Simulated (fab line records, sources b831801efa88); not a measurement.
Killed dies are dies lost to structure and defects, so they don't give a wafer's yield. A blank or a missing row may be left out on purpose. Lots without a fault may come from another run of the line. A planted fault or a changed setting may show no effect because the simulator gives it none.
Chamber matching | flow sky130 | SKY_LI_CONTACT_CMP_24 on cmp-02: 4 sister chambers
The step polishes, stops on PSG, t overpolish 20 s, target thk 0 nm. 8 wafers are shown with their chamber, then 11 later ones without.

WAFERS WITH THEIR CHAMBER
wafer  | chamber | motor_current_A (A) | slurry_flow_ml_min
L080.5 | 0       | 10.9                | 149.8
L081.6 | 0       | 11.0                | 149.5
L085.2 | 2       | 12.5                | 149.7
L085.6 | 1       | 10.8                | 151.2
L086.2 | 1       | 10.9                | 150.8
L086.5 | 2       | 13.0                | 150.0
L086.6 | 3       | 10.9                | 149.7
L090.1 | 3       | 11.1                | 149.7

WAFERS WITHOUT THEIR CHAMBER
wafer  | motor_current_A (A) | slurry_flow_ml_min
L090.4 | 12.7                | 149.8
L090.6 | 12.4                | 149.8
L093.1 | 11.5                | 149.4
L093.3 | 11.5                | 149.1
L093.5 | 12.7                | 149.8
L094.1 | 12.2                | 149.6
L094.5 | 12.0                | 150.1
L094.6 | 11.0                | 149.8
L096.2 | 10.9                | 150.6
L096.3 | 12.4                | 149.9
L096.4 | 10.8                | 150.4

WHICH CHAMBER EACH WENT THROUGH
wafer  | from the rows above          | in truth
L090.4 | 2                            | 2
L090.6 | 2                            | 2
L093.1 | can't be placed: 3 or 0      | 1
L093.3 | can't be placed: 3 or 0      | 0
L093.5 | 2                            | 2
L094.1 | 2                            | 2
L094.5 | can't be placed: 2 or 3 or 0 | 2
L094.6 | can't be placed: 3 or 0      | 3
L096.2 | 1                            | 1
L096.3 | 2                            | 2
L096.4 | can't be placed: 1 or 3 or 0 | 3
Placed correctly: 6 of 11. Can't be placed from these rows: 5 (the true chamber is among the candidates in 4). Placed wrongly: 0.
How it was worked out, from the rows above alone: a wafer's distance from a chamber is the root of the sum, over the readings, of the square of ((its reading less the chamber's mean) divided by the reading's scatter). The wafer belongs to the nearest chamber; if the next one is less than 2 further off, it can't be placed. A chamber's mean is the mean of its shown wafers. The scatter: the root of (the sum of the squares of (reading less its chamber's mean) over the shown wafers, divided by (wafers less chambers)).
